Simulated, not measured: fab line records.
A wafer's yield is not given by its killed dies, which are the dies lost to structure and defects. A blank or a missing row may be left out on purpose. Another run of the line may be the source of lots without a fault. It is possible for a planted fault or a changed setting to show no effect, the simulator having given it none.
fab line records | flow sky130
record: lots: 11 | wafers: 33 | lastDay: 50
route steps=708 shown LI_CONTACT@365 CONTACT@414
lots that met no fault: from a run of the same line without faults
startH: the number of hours between the record's first day and the start of the first shown wafer of the lot | waitH: hours elapsed since this lot's preceding step | " identical to the entry in the row above | L1.1+2: a single row standing in for several wafers | - either no value or no given start | * or withheld: withheld | < > ~ a bound
route shown NAME@n: a module of which the file shows steps, and the number in the route of the first | usual: average and standard deviation across the fault-free wafers | same: alike in all rows | chamber/n: place in a boat | sites: per-site readings | _std_site: standard deviation of those values | _edge_site: the outer-site mean with the inner-site mean subtracted | radiusMm: how far each site lies from the wafer's centre | mask NAME#n: copy n | behind: tool/chamber where the wafer was last shaped | hold: why the lot was held/for how many hours/how that ended | device: the transistor (n, p or np) that didn't switch | end of line: the same wafers' tests at the end of the route | for a step that has no rows: nothing shown but its recipe | killed: count of dies lost to structure and defects at first sort (not the wafer's yield) | map: shows each die of a wafer: x if killed, . if not, _ if none is there
set.NAME: setting as actually run; set.NAME@STEP: the setting as run at that earlier step | model.NAME: the simulator's own value behind a step, which no gauge read
a sample of lots followed through the steps of the route, with each step as a table and each wafer as a row
services: when a tool's chamber went out of use (startH, in hours from the record's first day, below 0 if earlier), for how many hours, and the reason
== steps ==
step: SKY_LI_CONTACT_BOW_MEAS_03
recipe: mode: bow
usual: LI_CONTACT_BOW: 56/6.4
lot.wafer | tool         | chamber | startH | waitH | LI_CONTACT_BOW[um]
L369.2    | filmMetro-01 | -       | 642.68 | 0.3   | 53
L369.3    | "            | -       | "      | "     | 52
L369.5    | "            | -       | "      | "     | 54
L370.2    | filmMetro-02 | -       | 656.55 | 0.3   | 67
L370.3    | "            | -       | "      | "     | 70
L370.6    | "            | -       | "      | "     | 58
L371.3    | filmMetro-01 | -       | 697.88 | 0.2   | 55
L371.4    | "            | -       | "      | "     | 52
L371.5    | "            | -       | "      | "     | 60
L377.3    | filmMetro-01 | -       | 735.48 | 0.3   | 49
L377.4    | "            | -       | "      | "     | 55
L377.5    | "            | -       | "      | "     | 53
L381.2    | filmMetro-02 | -       | 756.60 | 0.2   | 47
L381.3    | "            | -       | "      | "     | 46
L381.6    | "            | -       | "      | "     | 43
L382.1    | filmMetro-04 | -       | 764.56 | 0.2   | 46
L382.3    | "            | -       | "      | "     | 55
L382.4    | "            | -       | "      | "     | 59
L383.1    | filmMetro-01 | -       | 770.77 | 0.1   | 54
L383.5    | "            | -       | "      | "     | 57
L383.6    | "            | -       | "      | "     | 56
L387.1    | filmMetro-01 | -       | 794.81 | 0.2   | 57
L387.3    | "            | -       | "      | "     | 56
L387.4    | "            | -       | "      | "     | 62
L388.1    | filmMetro-04 | -       | 808.97 | 0.1   | 49
L388.2    | "            | -       | "      | "     | 54
L388.6    | "            | -       | "      | "     | 53
L390.1    | filmMetro-02 | -       | 819.66 | 0.2   | 57
L390.4    | "            | -       | "      | "     | 49
L390.6    | "            | -       | "      | "     | 65
L391.1    | filmMetro-01 | -       | 826.44 | 0.1   | 63
L391.2    | "            | -       | "      | "     | 56
L391.3    | "            | -       | "      | "     | 53
step: SKY_LI_CONTACT_CD_MEAS_12
recipe: targetCdNm: 170
usual: cdNm: 170.4/1.3
lot.wafer | tool     | chamber | startH | waitH | cdNm
L369.2    | cdSem-02 | -       | 670.33 | -     | 168.9
L369.3    | "        | -       | "      | "     | 169.6
L369.5    | "        | -       | "      | "     | 169.1
L370.2    | cdSem-01 | -       | 685.14 | -     | 171.7
L370.3    | "        | -       | "      | "     | 172.4
L370.6    | "        | -       | "      | "     | 169.4
L371.3    | cdSem-01 | -       | 726.11 | -     | 169.3
L371.4    | "        | -       | "      | "     | 168.8
L371.5    | "        | -       | "      | "     | 168.6
L377.3    | cdSem-02 | -       | 762.00 | -     | 170.9
L377.4    | "        | -       | "      | "     | 170.9
L377.5    | "        | -       | "      | "     | 170.0
L381.2    | cdSem-01 | -       | 782.68 | -     | 171.2
L381.3    | "        | -       | "      | "     | 172.0
L381.6    | "        | -       | "      | "     | 171.7
L382.1    | cdSem-02 | -       | 791.81 | -     | 171.6
L382.3    | "        | -       | "      | "     | 171.7
L382.4    | "        | -       | "      | "     | 170.7
L383.1    | cdSem-01 | -       | 796.51 | -     | 170.5
L383.5    | "        | -       | "      | "     | 170.8
L383.6    | "        | -       | "      | "     | 170.5
L387.1    | cdSem-01 | -       | 820.51 | -     | 166.7
L387.3    | "        | -       | "      | "     | 168.5
L387.4    | "        | -       | "      | "     | 169.6
L388.1    | cdSem-01 | -       | 835.01 | -     | 169.0
L388.2    | "        | -       | "      | "     | 169.7
L388.6    | "        | -       | "      | "     | 170.1
L390.1    | cdSem-01 | -       | 845.63 | -     | 169.4
L390.4    | "        | -       | "      | "     | 169.4
L390.6    | "        | -       | "      | "     | 169.6
L391.1    | cdSem-02 | -       | 852.67 | -     | 171.4
L391.2    | "        | -       | "      | "     | 169.9
L391.3    | "        | -       | "      | "     | 171.3
step: SKY_CONTACT_COAT_08
recipe: resist: BARC | tempC: withheld | timeS: withheld | spinRpm: 3000 | resistThkNm: 60
usual: chillPlateTempC: * | dispensePressureKPa: 50.5/1.8 | spinSpeedRpm: 3000.1/2.2
lot.wafer | tool          | chamber | startH | waitH | chillPlateTempC | dispensePressureKPa | spinSpeedRpm
L369.2    | lithoTrack-03 | 0       | 714.89 | 0.1   | *               | 48.2                | 2996.8
L369.3    | "             | 0       | "      | "     | *               | 48.2                | 3000.1
L369.5    | "             | 0       | "      | "     | *               | 48.2                | 2997.4
L370.2    | lithoTrack-03 | 0       | 728.84 | 0.1   | *               | 48.3                | 2994.9
L370.3    | "             | 0       | "      | "     | *               | 48.3                | 3001.1
L370.6    | "             | 0       | "      | "     | *               | 48.3                | 2995.8
L371.3    | lithoTrack-01 | 0       | 769.77 | 0.1   | *               | 52.0                | 3002.0
L371.4    | "             | 0       | "      | "     | *               | 52.0                | 3003.2
L371.5    | "             | 0       | "      | "     | *               | 52.0                | 3001.7
L377.3    | lithoTrack-03 | 0       | 804.86 | 0.1   | *               | 48.2                | 2096.0
L377.4    | "             | 0       | "      | "     | *               | 48.2                | 2093.2
L377.5    | "             | 0       | "      | "     | *               | 48.2                | 2094.8
L381.2    | lithoTrack-03 | 0       | 825.09 | 0.1   | *               | 48.3                | 2088.2
L381.3    | "             | 0       | "      | "     | *               | 48.2                | 2089.3
L381.6    | "             | 0       | "      | "     | *               | 48.2                | 2091.8
L382.1    | lithoTrack-02 | 0       | 834.64 | 0.1   | *               | 51.7                | 2999.2
L382.3    | "             | 0       | "      | "     | *               | 51.7                | 2999.8
L382.4    | "             | 0       | "      | "     | *               | 51.7                | 3001.0
L383.1    | lithoTrack-02 | 0       | 839.04 | 0.1   | *               | 51.7                | 3001.2
L383.5    | "             | 0       | "      | "     | *               | 51.7                | 3002.5
L383.6    | "             | 0       | "      | "     | *               | 51.7                | 3002.5
L387.1    | lithoTrack-01 | 0       | 862.07 | 0.1   | *               | 52.0                | 3003.5
L387.3    | "             | 0       | "      | "     | *               | 52.0                | 2999.2
L387.4    | "             | 0       | "      | "     | *               | 52.0                | 3003.3
L388.1    | lithoTrack-01 | 0       | 876.32 | 0.1   | *               | 52.0                | 3001.1
L388.2    | "             | 0       | "      | "     | *               | 52.0                | 3000.8
L388.6    | "             | 0       | "      | "     | *               | 52.0                | 3002.5
L390.1    | lithoTrack-01 | 0       | 886.32 | 0.1   | *               | 52.0                | 2999.7
L390.4    | "             | 0       | "      | "     | *               | 52.0                | 3001.2
L390.6    | "             | 0       | "      | "     | *               | 52.0                | 2997.9
L391.1    | lithoTrack-03 | 0       | 893.81 | 0.1   | *               | 48.3                | 3004.7
L391.2    | "             | 0       | "      | "     | *               | 48.3                | 2998.8
L391.3    | "             | 0       | "      | "     | *               | 48.3                | 3000.5
step: SKY_CONTACT_ETCH_16
recipe: chemistry: N2/H2 | target: BARC | ionEnergyEv: 200 | sourceW: 482.4 | biasW: 100 | pressureMtorr: 30 | n2FlowSccm: 100 | h2FlowSccm: 200 | stopOn: SiO2 | timeS: 45.9 | targetDepthA: 600
usual: drypumpMotorCurrentA: 5.7/0.5 | oesProductAu: 0.855/0.0047 | rfFwdPowerW: 477.1/2.2 | throttleValvePct: 13.224/0.0081
lot.wafer | tool       | chamber | startH | waitH | drypumpMotorCurrentA | oesProductAu | rfFwdPowerW | rfHoursCounterH | throttleValvePct
L369.2    | rieDiel-01 | 1       | 728.67 | 0.0   | 5.9                  | 0.857        | 478.7       | 5               | 13.226
L369.3    | "          | 3       | "      | "     | 6.3                  | 0.864        | 475.6       | 17              | 13.220
L369.5    | "          | 3       | "      | "     | 6.3                  | 0.856        | 473.8       | -               | 13.224
L370.2    | rieDiel-04 | 1       | 743.20 | 0.0   | 6.3                  | 0.855        | 479.2       | 12              | 13.220
L370.3    | "          | 2       | "      | "     | 5.6                  | 0.862        | 478.2       | 11              | 13.224
L370.6    | "          | 3       | "      | "     | 6.2                  | 0.860        | 478.4       | -               | 13.231
L371.3    | rieDiel-03 | 3       | 782.90 | 0.0   | 4.9                  | 0.852        | 479.1       | 24              | 13.240
L371.4    | "          | 0       | "      | "     | 5.1                  | 0.859        | 480.1       | 7               | 13.211
L371.5    | "          | 2       | "      | "     | 5.4                  | 0.854        | 473.3       | -               | 13.218
L377.3    | rieDiel-03 | 0       | 818.47 | 0.0   | 5.1                  | 0.950        | 477.5       | 9               | 13.237
L377.4    | "          | 1       | "      | "     | 5.9                  | 0.949        | 477.5       | 10              | 13.228
L377.5    | "          | 0       | "      | "     | 5.1                  | 0.947        | 476.9       | -               | 13.230
L381.2    | rieDiel-01 | 1       | 838.62 | 0.0   | 5.9                  | 0.953        | 478.5       | 8               | 13.220
L381.3    | "          | 3       | "      | "     | 6.3                  | 0.944        | 472.0       | 20              | 13.223
L381.6    | "          | 3       | "      | "     | 6.3                  | 0.947        | 472.3       | -               | 13.235
L382.1    | rieDiel-03 | 1       | 847.77 | 0.0   | 5.9                  | 0.859        | 478.0       | 11              | 13.232
L382.3    | "          | 3       | "      | "     | 4.9                  | 0.860        | 480.0       | 25              | 13.220
L382.4    | "          | 2       | "      | "     | 5.4                  | 0.854        | 476.4       | 14              | 13.225
L383.1    | rieDiel-04 | 2       | 852.25 | 0.0   | 5.5                  | 0.855        | 478.3       | 14              | 13.223
L383.5    | "          | 0       | "      | "     | 5.8                  | 0.845        | 476.2       | -               | 13.225
L383.6    | "          | 2       | "      | "     | 5.5                  | 0.853        | 481.0       | -               | 13.233
L387.1    | rieDiel-03 | 2       | 875.42 | 0.0   | 5.4                  | 0.857        | 472.9       | 14              | 13.234
L387.3    | "          | 0       | "      | "     | 5.1                  | 0.856        | 478.4       | 10              | 13.226
L387.4    | "          | 1       | "      | "     | 5.9                  | 0.854        | 478.3       | -               | 13.221
L388.1    | rieDiel-04 | 1       | 890.32 | 0.0   | 6.3                  | 0.857        | 478.7       | 16              | 13.225
L388.2    | "          | 0       | "      | "     | 5.8                  | 0.845        | 472.8       | 11              | 13.212
L388.6    | "          | 1       | "      | "     | 6.3                  | 0.847        | 477.6       | -               | 13.231
L390.1    | rieDiel-01 | 3       | 900.23 | 0.0   | 6.3                  | 0.853        | 476.1       | 22              | 13.234
L390.4    | "          | 1       | "      | "     | 5.9                  | 0.857        | 478.2       | 10              | 13.220
L390.6    | "          | 0       | "      | "     | 4.8                  | 0.860        | 479.2       | -               | 13.232
L391.1    | rieDiel-03 | 3       | 906.77 | 0.0   | 4.9                  | 0.858        | 476.0       | 0               | 13.228
L391.2    | "          | 1       | "      | "     | 5.9                  | 0.856        | 480.5       | 13              | 13.228
L391.3    | "          | 0       | "      | "     | 5.1                  | 0.856        | 476.4       | 11              | 13.218
step: SKY_CONTACT_STRIP_19
recipe: chemistry: O2/N2 | powerW: 1400 | pressureMtorr: 1500 | platenTempC: withheld | o2FlowSccm: 3000 | n2FlowSccm: 300 | overashFraction: 0.5
usual: drypumpMotorCurrentA: 5.4/0.61 | oesProductAu: 0.381/0.005 | stripTimeToEndpointS: 3.632/0.021
lot.wafer | tool           | chamber | startH | waitH | drypumpMotorCurrentA | oesProductAu | rfHoursCounterH | stripTimeToEndpointS
L369.2    | plasmaAsher-03 | 1       | 728.80 | -     | 4.9                  | 0.375        | 57              | 3.638
L369.3    | "              | 1       | "      | "     | 4.9                  | 0.377        | -               | 3.645
L369.5    | "              | 1       | "      | "     | 4.9                  | 0.388        | -               | 3.652
L370.2    | plasmaAsher-03 | 0       | 743.33 | -     | 4.9                  | 0.388        | 59              | 3.646
L370.3    | "              | 0       | "      | "     | 4.9                  | 0.383        | -               | 3.646
L370.6    | "              | 1       | "      | "     | 4.9                  | 0.375        | -               | 3.619
L371.3    | plasmaAsher-03 | 1       | 783.07 | -     | 4.9                  | 0.385        | -               | 3.628
L371.4    | "              | 0       | "      | "     | 4.9                  | 0.382        | -               | 3.604
L371.5    | "              | 0       | "      | "     | 4.9                  | 0.387        | -               | 3.639
L377.3    | plasmaAsher-03 | 1       | 818.63 | -     | 4.9                  | 0.385        | -               | 3.756
L377.4    | "              | 0       | "      | "     | 4.9                  | 0.383        | -               | 3.773
L377.5    | "              | 1       | "      | "     | 4.9                  | 0.376        | -               | 3.743
L381.2    | plasmaAsher-02 | 0       | 838.75 | -     | 5.8                  | 0.385        | 101             | 3.792
L381.3    | "              | 0       | "      | "     | 5.8                  | 0.391        | -               | 3.767
L381.6    | "              | 1       | "      | "     | 6.4                  | 0.397        | -               | 3.789
L382.1    | plasmaAsher-02 | 0       | 847.90 | -     | 5.9                  | 0.382        | 102             | 3.656
L382.3    | "              | 0       | "      | "     | 5.9                  | 0.371        | -               | 3.660
L382.4    | "              | 1       | "      | "     | 6.4                  | 0.382        | -               | 3.624
L383.1    | plasmaAsher-02 | 0       | 852.38 | -     | 5.8                  | 0.373        | 103             | 3.636
L383.5    | "              | 1       | "      | "     | 6.4                  | 0.375        | -               | 3.626
L383.6    | "              | 0       | "      | "     | 5.8                  | 0.390        | -               | 3.671
L387.1    | plasmaAsher-03 | 1       | 875.55 | -     | 4.9                  | 0.389        | 74              | 3.637
L387.3    | "              | 1       | "      | "     | 4.9                  | 0.378        | -               | 3.611
L387.4    | "              | 0       | "      | "     | 4.9                  | 0.384        | -               | 3.626
L388.1    | plasmaAsher-02 | 1       | 890.45 | -     | 6.4                  | 0.380        | 107             | 3.633
L388.2    | "              | 0       | "      | "     | 5.9                  | 0.381        | 107             | 3.620
L388.6    | "              | 1       | "      | "     | 6.4                  | 0.372        | -               | 3.624
L390.1    | plasmaAsher-01 | 1       | 900.36 | -     | 5.0                  | 0.374        | 13              | 3.660
L390.4    | "              | 0       | "      | "     | 6.0                  | 0.382        | -               | 3.638
L390.6    | "              | 0       | "      | "     | 6.0                  | 0.386        | -               | 3.638
L391.1    | plasmaAsher-03 | 1       | 906.90 | -     | 4.9                  | 0.377        | 77              | 3.645
L391.2    | "              | 0       | "      | "     | 4.9                  | 0.382        | 77              | 3.649
L391.3    | "              | 0       | "      | "     | 4.9                  | 0.374        | -               | 3.603
step: SKY_CONTACT_SPUTTER_23
recipe: material: TiN | targetThkNm: 20 | chamberPressurePa: 5 | powerW: 4048 | timeS: 80
usual: chamberPressurePa: 5.000/0.0096 | throttleValvePct: 29.6/1.1
lot.wafer | tool          | chamber | startH | waitH | chamberPressurePa | throttleValvePct
L369.2    | pvdSputter-02 | -       | 729.39 | 0.0   | 4.998             | 29.9
L369.3    | "             | -       | "      | "     | 5.008             | 31.8
L369.5    | "             | -       | "      | "     | 4.987             | 29.6
L370.2    | pvdSputter-02 | -       | 743.92 | 0.0   | 5.004             | 29.8
L370.3    | "             | -       | "      | "     | 5.015             | 30.2
L370.6    | "             | -       | "      | "     | 5.012             | 30.1
L371.3    | pvdSputter-04 | -       | 783.62 | 0.0   | 5.012             | 29.1
L371.4    | "             | -       | "      | "     | 4.999             | 29.0
L371.5    | "             | -       | "      | "     | 4.994             | 29.7
L377.3    | pvdSputter-01 | -       | 819.26 | 0.0   | 4.994             | 29.1
L377.4    | "             | -       | "      | "     | 5.002             | 29.5
L377.5    | "             | -       | "      | "     | 4.983             | 30.5
L381.2    | pvdSputter-04 | -       | 839.38 | 0.0   | 4.984             | 26.9
L381.3    | "             | -       | "      | "     | 4.993             | 28.8
L381.6    | "             | -       | "      | "     | 4.992             | 29.1
L382.1    | pvdSputter-02 | -       | 848.49 | 0.0   | 5.004             | 29.8
L382.3    | "             | -       | "      | "     | 5.006             | 29.7
L382.4    | "             | -       | "      | "     | 4.992             | 30.0
L383.1    | pvdSputter-04 | -       | 852.98 | 0.0   | 5.004             | 29.8
L383.5    | "             | -       | "      | "     | 4.987             | 29.1
L383.6    | "             | -       | "      | "     | 4.989             | 29.3
L387.1    | pvdSputter-01 | -       | 876.15 | 0.0   | 4.990             | 30.3
L387.3    | "             | -       | "      | "     | 4.987             | 30.3
L387.4    | "             | -       | "      | "     | 5.003             | 29.6
L388.1    | pvdSputter-04 | -       | 891.04 | 0.0   | 5.018             | 28.7
L388.2    | "             | -       | "      | "     | 5.005             | 27.1
L388.6    | "             | -       | "      | "     | 5.017             | 29.8
L390.1    | pvdSputter-01 | -       | 900.96 | 0.0   | 5.009             | 29.5
L390.4    | "             | -       | "      | "     | 4.993             | 29.2
L390.6    | "             | -       | "      | "     | 5.002             | 30.4
L391.1    | pvdSputter-01 | -       | 907.50 | 0.0   | 4.991             | 30.5
L391.2    | "             | -       | "      | "     | 4.993             | 29.2
L391.3    | "             | -       | "      | "     | 4.997             | 30.2
== services ==
tool           | chamber | startH | hours | kind
rieDiel-04     | 0       | 696.21 | 8.8   | repair
rieDiel-03     | -       | 710.56 | 3.5   | repair
rieDiel-01     | -       | 733.04 | 2.8   | pm
plasmaAsher-01 | -       | 733.81 | 9.0   | pm
plasmaAsher-01 | -       | 734.19 | 2.3   | repair
rieDiel-01     | -       | 745.42 | 14.6  | pm
plasmaAsher-02 | -       | 750.01 | 33.2  | pm
rieDiel-04     | 2       | 754.72 | 5.6   | repair
pvdSputter-04  | -       | 756.36 | 5.1   | repair
rieDiel-01     | 3       | 761.38 | 5.8   | repair
pvdSputter-04  | 1       | 763.00 | -     | consumableReplace:kit
pvdSputter-01  | -       | 767.72 | 4.1   | repair
pvdSputter-02  | -       | 813.11 | 4.5   | repair
plasmaAsher-02 | -       | 814.63 | 0.8   | repair
plasmaAsher-02 | -       | 817.97 | 0.9   | repair
pvdSputter-01  | -       | 828.51 | 3.0   | repair
rieDiel-04     | 1       | 844.44 | 16.2  | repair
plasmaAsher-01 | -       | 849.03 | 28.1  | pm
rieDiel-03     | 2       | 851.01 | 8.0   | repair
rieDiel-03     | 3       | 870.32 | -     | clean
rieDiel-03     | 3       | 870.32 | 27.8  | scheduledDown
rieDiel-03     | 3       | 870.32 | 27.8  | ventCycle
rieDiel-01     | 0       | 878.28 | 12.3  | repair
rieDiel-03     | 0       | 887.95 | 4.0   | repair
== key ==
firstSign: step: SKY_CONTACT_COAT_08 | reading: spinSpeedRpm | direction: down | sigmas: 99+ | usual: 3000.1 | struck: 2092.2
effect: step: SKY_CONTACT_ETCH_16 | reading: oesProductAu | direction: up | sigmas: 20 | usual: 0.855 | struck: 0.948
effect: step: SKY_CONTACT_STRIP_19 | reading: stripTimeToEndpointS | direction: up | sigmas: 6.6 | usual: * | struck: *
metAt SKY_CONTACT_COAT_08
struckLots L377,L381
testerLeftOut L377,L381
notActingAt SKY_LI_CONTACT_BOW_MEAS_03,SKY_LI_CONTACT_CD_MEAS_12,SKY_CONTACT_SPUTTER_23
onsetBetween 728.84 804.86
fault: kind: processParameterDrift | tool: lithoTrack-03 | chamber: - | onsetH: 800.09 | steps: SKY_CONTACT_COAT_08 | channel: spinRpm | offset: -907.66 | shape: step | endH: 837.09 | actsIn: theseRecipesOnly | stated: 3000
testerLeftOut: of these lots the tester's yield and bins aren't shown, on N5 and GAA mostly nor the transistor test; their killed dies are dies lost to structure and defects alone, not to doping, threshold or leakage, so they don't give the yield
